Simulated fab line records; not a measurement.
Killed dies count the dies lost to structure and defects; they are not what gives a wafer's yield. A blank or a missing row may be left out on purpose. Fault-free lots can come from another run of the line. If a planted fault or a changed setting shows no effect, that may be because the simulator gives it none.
What tool caused it? | flow gf180mcu | Sampling: 12 lots, 36 wafers, 2 of 602 route steps

== WHAT THE GAUGES READ, wafer by wafer ==
GF_VT_IMPLANT_TW_MEAS_21.
lot  | measured     | on            | VT_IMPLANT_2_TW
L138 | day 6 12:00  | film-metro-03 | 1223 1223 1218
L140 | day 6 22:37  | film-metro-04 | 1213 1221 1214
L141 | day 7 07:05  | film-metro-04 | 1211 1213 1215
L142 | day 7 12:14  | film-metro-04 | 1209 1214 1212
L143 | day 7 15:07  | film-metro-03 | 1228 1231 1229
L145 | day 8 07:24  | film-metro-03 | 1233 1234 1233
L150 | day 9 15:53  | film-metro-04 | 1206 1200 1206
L151 | day 9 19:56  | film-metro-03 | 1041 1042 1034
L152 | day 10 04:41 | film-metro-04 | 1024 1020 1021
L153 | day 10 10:23 | film-metro-03 | 1221 1211 1215
L158 | day 11 17:20 | film-metro-01 | 1232 1219 1224
L159 | day 12 02:11 | film-metro-04 | 1214 1204 1214

== EACH LOT AND THE TOOL THAT RAN IT (in order: tool; ch and the chambers of the sampled wafers; start) ==
lot  | GF_VT_IMPLANT_IMPLANT_19
L138 | implanter-04 ch 0, day 6 11:46
L140 | implanter-02 ch 0, day 6 22:22
L141 | implanter-01 ch 0, day 7 06:50
L142 | implanter-04 ch 0, day 7 11:59
L143 | implanter-02 ch 0, day 7 14:52
L145 | implanter-04 ch 0, day 8 07:10
L150 | implanter-01 ch 0, day 9 15:38
L151 | implanter-04 ch 0, day 9 19:43
L152 | implanter-04 ch 0, day 10 04:26
L153 | implanter-02 ch 0, day 10 10:08
L158 | implanter-02 ch 0, day 11 17:05
L159 | implanter-01 ch 0, day 12 01:58
- GF_VT_IMPLANT_IMPLANT_19

== AS READ BY THE TOOLS THEMSELVES (means over the sampled wafers that have a number; for cases with no such wafer, the mark the record gives instead) ==
GF_VT_IMPLANT_IMPLANT_19.
lot  | tool         | dose-ions-cm2 | faraday-current-uA
L138 | implanter-04 | 4.35e+12      | 24.2
L140 | implanter-02 | 4.36e+12      | 24.5
L141 | implanter-01 | 4.34e+12      | 24.5
L142 | implanter-04 | 4.36e+12      | 24.6
L143 | implanter-02 | 4.35e+12      | 24.7
L145 | implanter-04 | 4.35e+12      | 24.9
L150 | implanter-01 | 4.35e+12      | 24.4
L151 | implanter-04 | 2.59e+12      | 14.7
L152 | implanter-04 | 2.59e+12      | 14.6
L153 | implanter-02 | 4.35e+12      | 24.7
L158 | implanter-02 | 4.35e+12      | 24.6
L159 | implanter-01 | 4.35e+12      | 24.6

== THE ANSWER, worked out from the rows above alone ==
Rule: what is usual is taken from the lots themselves. Put in order of their means at a reading, lots are off if they are a third of the lots or fewer, leave a main group of 4 or more, and stand apart from it by a gap of 3 or more times the standard deviation of the main group's means; of several such gaps the widest counts. If all means in a main group match to the digits the tables above print for the reading, that group is not used. A lot without any number at a reading at which 4 lots or more have one is off too. All remaining lots with rows at the step are treated as sound. First the gauges in route order, then the tools' own readings, where a lot's mean is used as printed above. The first step at which some lot is off is used, and at that step the reading that is off furthest; a lot without a number counts as furthest.
Off: L151, L152, seen at GF_VT_IMPLANT_TW_MEAS_21 (VT_IMPLANT_2_TW). Main group: mean 1218, sd 8.6.
A tool fits if, at a process step before that reading, it ran every lot that is off, and no sound lot after the first of them. The gauges at GF_VT_IMPLANT_TW_MEAS_21 aren't tried: what is off there is off at GF_VT_IMPLANT_IMPLANT_19 too, on other tools, and a gauge's error can't cause that. One candidate fits, namely implanter-04 at GF_VT_IMPLANT_IMPLANT_19. A fault onset in the window from L145 (day 8 07:10, its last sound lot) to L151 (day 9 19:43, its first lot off) fits.
The tool's own readings at GF_VT_IMPLANT_IMPLANT_19 bear it out: on the lots that are off they differ by more than 5 times the standard deviation of the sound lots' means. dose-ions-cm2 reads 2.59e+12 there against 4.35e+12 on the sound lots; faraday-current-uA reads 14.6 there against 24.6 on the sound lots.

== WHAT THE SIMULATOR PUT IN ==
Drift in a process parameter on implanter-04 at GF_VT_IMPLANT_IMPLANT_19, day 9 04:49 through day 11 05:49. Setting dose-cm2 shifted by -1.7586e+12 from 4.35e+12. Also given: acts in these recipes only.
Lots struck among those shown: L151, L152. Same finding as the rule above.
